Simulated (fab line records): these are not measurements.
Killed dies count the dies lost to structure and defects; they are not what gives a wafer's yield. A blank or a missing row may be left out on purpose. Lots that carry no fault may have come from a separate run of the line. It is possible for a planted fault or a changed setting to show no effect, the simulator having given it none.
Problem report in the 8D (eight disciplines) form, filled by code + flow sky130 + the parts of the form that need people (team, actions taken, sign-off) are left out

== 1. WHAT IS WRONG ==
runLengthS at SKY_VT_ADJUST_HVTP_SOFTBAKE_03 reads a mean of 113.55 s on 3 wafers of 2 lots; wafers without a fault read 89.13 s with a standard deviation of 0.19. So: +99 or more standard deviations from the usual mean.
The step: time 60 s.
Earliest sighting: wafer L778.2 on lithoTrack-02 at day 8 20:50. At this step, 18 wafers from 6 lots have a number in the record. Rule for "out" (also "out of limits"): further than 4 standard deviations from the usual mean. The rest of the wafers with a number are treated as sound.

== 2. WHAT IT IS, AND WHAT IT ISN'T ==
| question                    | is                     | is not                                                                         |
|-----------------------------|------------------------|--------------------------------------------------------------------------------|
| which readings at this step | runLengthS             | -                                                                              |
| which lots                  | L778, L781             | L766, L773, L782, L785                                                         |
| which wafers of those lots  | L778.2, L781.2, L781.5 | L778.1, L778.6, L781.4                                                         |
| read on which tools         | lithoTrack-02          | lithoTrack-01, lithoTrack-04                                                   |
| when                        | from day 8 20:50       | up to then (8 sound wafers); but 7 sound wafers of L781, L782, L785 came after |

== 3. WHAT RULES OUT EACH SUSPECT ==
Counting: a tool at a process step up to the reading stays a suspect if it ran every lot that is out. Sound lots after the first of them don't rule it out here, since some wafers of a struck lot are sound.
- rtpAnneal-01 at SKY_NWELL_RTA_28 (time 30 s): kept. It ran every lot that is out, first L778 (day 8 09:45).
- lithoTrack-02 at SKY_VT_ADJUST_HVTP_SOFTBAKE_03 (time 60 s): kept. It processed each lot that is out (first: L778, day 8 20:50); up to then, its last sound lot is L766 (day 6 07:50). On those wafers its own readings are out: runLengthS.
What counting leaves: rtpAnneal-01 at SKY_NWELL_RTA_28 and lithoTrack-02 at SKY_VT_ADJUST_HVTP_SOFTBAKE_03.

== 4. THE CAUSE (what the simulator had put in) ==
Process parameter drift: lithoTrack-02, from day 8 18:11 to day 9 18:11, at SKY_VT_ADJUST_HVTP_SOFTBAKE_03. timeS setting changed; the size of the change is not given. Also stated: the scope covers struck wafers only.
After counting, 2 suspects remain, this tool included.

== 5. THE EFFECT CHAIN, in route order ==
One row per reading whose mean, taken over the struck wafers that have a number, lies over 3 standard deviations from the usual. Scope: only readings with a usual standard deviation given in the record; hours: median across lots of the time from each lot's start at the first step in this table that gives one to its start at this step; sigmas: change in usual standard deviations.
| hours | step                           | reading    | usual   | on struck wafers | change | sigmas      |
|-------|--------------------------------|------------|---------|------------------|--------|-------------|
| 0     | SKY_VT_ADJUST_HVTP_SOFTBAKE_03 | runLengthS | 89.13 s | 113.55           | +24.42 | +99 or more |
Here are the process steps it includes:
- SKY_VT_ADJUST_HVTP_SOFTBAKE_03: time 60 s.
Later steps that measure or inspect, where all struck wafers having a row at the step show a number for every such reading and not one has moved that far: SKY_VT_ADJUST_HVTP_CD_MEAS_07, SKY_VT_ADJUST_HVTP_OVL_MEAS_08, SKY_VT_ADJUST_HVTP_TW_MEAS_11.

== 6. HOW IT WOULD HAVE BEEN CAUGHT EARLIER ==
In this record no reading fell out of limits until day 8 20:50, 3 hours after the fault had begun at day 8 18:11.
